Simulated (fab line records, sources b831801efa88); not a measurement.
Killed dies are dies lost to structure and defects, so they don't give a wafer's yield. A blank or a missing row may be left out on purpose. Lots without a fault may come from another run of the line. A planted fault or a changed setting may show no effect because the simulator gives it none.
Which tool did it? | flow sky130 | 10 lots, 30 wafers sampled, at 4 steps of a route of 708

WHAT THE GAUGES READ, wafer by wafer
SKY_METAL1_RS_MEAS_05: measures by four-point-probe.
lot  | measured     | on            | METAL1_ALCU_RS (ohm/sq)
L706 | day 32 02:28 | film_metro-04 | 0.1251 0.1270 0.1240
L707 | day 32 10:20 | film_metro-03 | 0.1274 0.1243 0.1266
L713 | day 34 10:19 | film_metro-01 | 8.7389 8.6995 8.6263
L714 | day 34 16:07 | film_metro-04 | 8.8231 8.8031 8.7895
L715 | day 34 22:34 | film_metro-01 | 8.5660 8.6491 8.5899
L717 | day 35 10:11 | film_metro-01 | 0.1268 0.1259 0.1245
L718 | day 37 05:49 | film_metro-03 | 0.1263 0.1256 0.1227
L721 | day 37 06:31 | film_metro-03 | 0.1255 0.1254 0.1217
L726 | day 38 10:42 | film_metro-04 | 0.1243 0.1278 0.1298
L727 | day 38 17:21 | film_metro-04 | 0.1233 0.1263 0.1269

WHICH TOOL RAN EACH LOT (tool, then ch and the chambers of the sampled wafers, then the start)
lot  | SKY_LOCAL_INTERCONNECT_STRIP_15      | SKY_METAL1_SPUTTER_02        | SKY_METAL1_SPUTTER_04
L706 | plasma_asher-02 ch 0,1, day 30 19:38 | pvd_sputter-04, day 32 02:22 | pvd_sputter-04, day 32 02:25
L707 | plasma_asher-02 ch 0, day 31 04:17   | pvd_sputter-04, day 32 10:14 | pvd_sputter-04, day 32 10:17
L713 | plasma_asher-02 ch 0,1, day 33 04:18 | pvd_sputter-04, day 34 10:11 | pvd_sputter-04, day 34 10:14
L714 | plasma_asher-04 ch 0,1, day 33 10:50 | pvd_sputter-04, day 34 16:00 | pvd_sputter-04, day 34 16:02
L715 | plasma_asher-03 ch 0,1, day 33 17:36 | pvd_sputter-04, day 34 22:25 | pvd_sputter-04, day 34 22:27
L717 | plasma_asher-02 ch 0,1, day 34 04:41 | pvd_sputter-04, day 35 10:06 | pvd_sputter-04, day 35 10:08
L718 | plasma_asher-03 ch 0,1, day 36 00:26 | pvd_sputter-04, day 37 05:44 | pvd_sputter-04, day 37 05:46
L721 | plasma_asher-04 ch 0,1, day 36 00:58 | pvd_sputter-04, day 37 06:26 | pvd_sputter-04, day 37 06:28
L726 | plasma_asher-03 ch 0,1, day 37 05:49 | pvd_sputter-02, day 38 10:35 | pvd_sputter-02, day 38 10:38
L727 | plasma_asher-02 ch 0,1, day 37 12:23 | pvd_sputter-02, day 38 17:13 | pvd_sputter-02, day 38 17:16
- SKY_LOCAL_INTERCONNECT_STRIP_15: strips in O2/N2.
- SKY_METAL1_SPUTTER_02: material AlCu, target thk 250 nm, time 13.3 s.
- SKY_METAL1_SPUTTER_04: material TiN, target thk 70 nm, time 58.3 s.

THE ANSWER, worked out from the rows above alone
Rule: what is usual is taken from the lots themselves. Put in order of their means at a reading, lots are off if they are a third of the lots or fewer, leave a main group of 4 or more, and stand apart from it by a gap of 3 or more times the standard deviation of the main group's means; of several such gaps the widest counts. A main group whose means are all the same, to the digits that the tables above print for the reading, isn't used. A lot without any number at a reading at which 4 lots or more have one is off too. The other lots that the step has rows for count as sound.
Off: L713, L714, L715, at SKY_METAL1_RS_MEAS_05 (METAL1_ALCU_RS). The main group: mean 0.1256 ohm/sq, standard deviation 0.0009.
A tool fits if, at a process step before that reading, it ran every lot that is off, and no sound lot after the first of them. The gauges at SKY_METAL1_RS_MEAS_05 are tried like those tools. None of those tried fits.

WHAT THE SIMULATOR HAD PUT IN
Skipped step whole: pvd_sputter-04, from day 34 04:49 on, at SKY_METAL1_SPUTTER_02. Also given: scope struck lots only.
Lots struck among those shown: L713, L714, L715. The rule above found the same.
